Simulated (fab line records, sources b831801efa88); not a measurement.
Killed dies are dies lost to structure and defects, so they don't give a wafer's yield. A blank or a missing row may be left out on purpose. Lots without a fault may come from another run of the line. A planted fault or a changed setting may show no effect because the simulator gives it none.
A struck lot beside a sound one | flow gf180mcu | 18 steps out of a route of 602
Sound: wafers L135.1, L135.4, L135.5. Struck: wafers L138.1, L138.4, L138.6. The cause comes at the end.
At each step with rows: each side's tool, then ch and its chambers, then its first start. Under that, the readings that differ: sound wafers | struck wafers | difference of the means | sigmas: that difference in standard deviations of wafers without a fault.
alike: readings whose means differ by less than 2 such deviations, and words and numbers that are the same on both sides. not compared: withheld readings, readings that some wafer has no value for, bounds like >300 that may hide the same value, and numbers for which the record gives no deviation and whose values overlap.
The two part at a step that has a row with sigmas, a row that says differs or no value, or rows on one side only. Numbers that don't overlap but have no deviation are shown without sigmas and don't part them. A reading that every wafer of one side lacks parts them only if that side has two wafers or more.

first, 3 steps without rows for these wafers: GF_HV_LDD_EXPOSE_16 (exposes mask Pplus LV AREA, target cd 400 nm); GF_HV_LDD_PEB_17; GF_HV_LDD_DEVELOP_18 (develop time 60 s).
GF_HV_LDD_CD_MEAS_19: target cd 400 nm.
  sound on cd_sem-01, day 15 12:52; struck on cd_sem-01, day 16 23:01
  alike: cd_nm
GF_HV_LDD_OVL_MEAS_20:
  sound on overlay-02, day 15 12:59; struck on overlay-01, day 16 23:08
  alike: HV_LDD_01_OVL
then, 1 step without rows for these wafers: GF_HV_LDD_IMPLANT_21.
GF_HV_LDD_STRIP_22: strips in O2/N2.
  sound on plasma_asher-04 ch 0,1, day 15 13:10; struck on plasma_asher-01 ch 0,1, day 16 23:19
  alike: drypump_motor_current_A, heater_power_w, o2_flow_sccm, oes_product_au, strip_time_to_endpoint_s
  not compared: rf_hours_counter_h
GF_HV_LDD_TW_MEAS_23:
  sound on film_metro-01, day 15 13:16; struck on film_metro-04, day 16 23:25
  alike: HV_LDD_2_TW
then, 4 steps without rows for these wafers: GF_HV_LDD_DEHYDRATE_24 (time 60 s); GF_HV_LDD_HMDS_25 (prime time 60 s); GF_HV_LDD_COAT_26 (resist thk 1000 nm); GF_HV_LDD_SOFTBAKE_27 (time 60 s).
GF_HV_LDD_EXPOSE_28: exposes mask Nplus HV AREA, target cd 400 nm.
  sound on iline_stepper-01 ch 0, day 15 23:50; struck on iline_stepper-01 ch 0, day 17 10:25
  reading              | sound                | struck               | difference | sigmas
  exposure_dose_mJ_cm2 | 139.89 140.12 140.07 | 151.32 151.05 151.16 | +11.15     | +80
  alike: mask, focus_offset_nm, reticle_temp_C
then, 2 steps without rows for these wafers: GF_HV_LDD_PEB_29; GF_HV_LDD_DEVELOP_30 (develop time 60 s).
GF_HV_LDD_CD_MEAS_31: target cd 400 nm.
  sound on cd_sem-01, day 16 09:40; struck on cd_sem-02, day 17 22:10
  reading    | sound             | struck            | difference | sigmas
  cd_nm (nm) | 400.4 398.9 400.2 | 423.2 425.4 427.1 | +25.4      | +12
GF_HV_LDD_OVL_MEAS_32:
  sound on overlay-02, day 16 09:47; struck on overlay-01, day 17 22:17
  alike: HV_LDD_02_OVL
GF_PASSIVATION_PROBE_99:
  the record has rows for the sound wafers here (prober-02, day 33 03:24) and none for the struck ones

WHERE THEY PART
First at GF_HV_LDD_EXPOSE_28; last, within this record, at GF_PASSIVATION_PROBE_99.

WHY: what the simulator had put in
Process parameter drift: iline_stepper-01, from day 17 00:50 on, at GF_HV_LDD_EXPOSE_28. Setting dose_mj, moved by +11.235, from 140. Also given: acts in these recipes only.
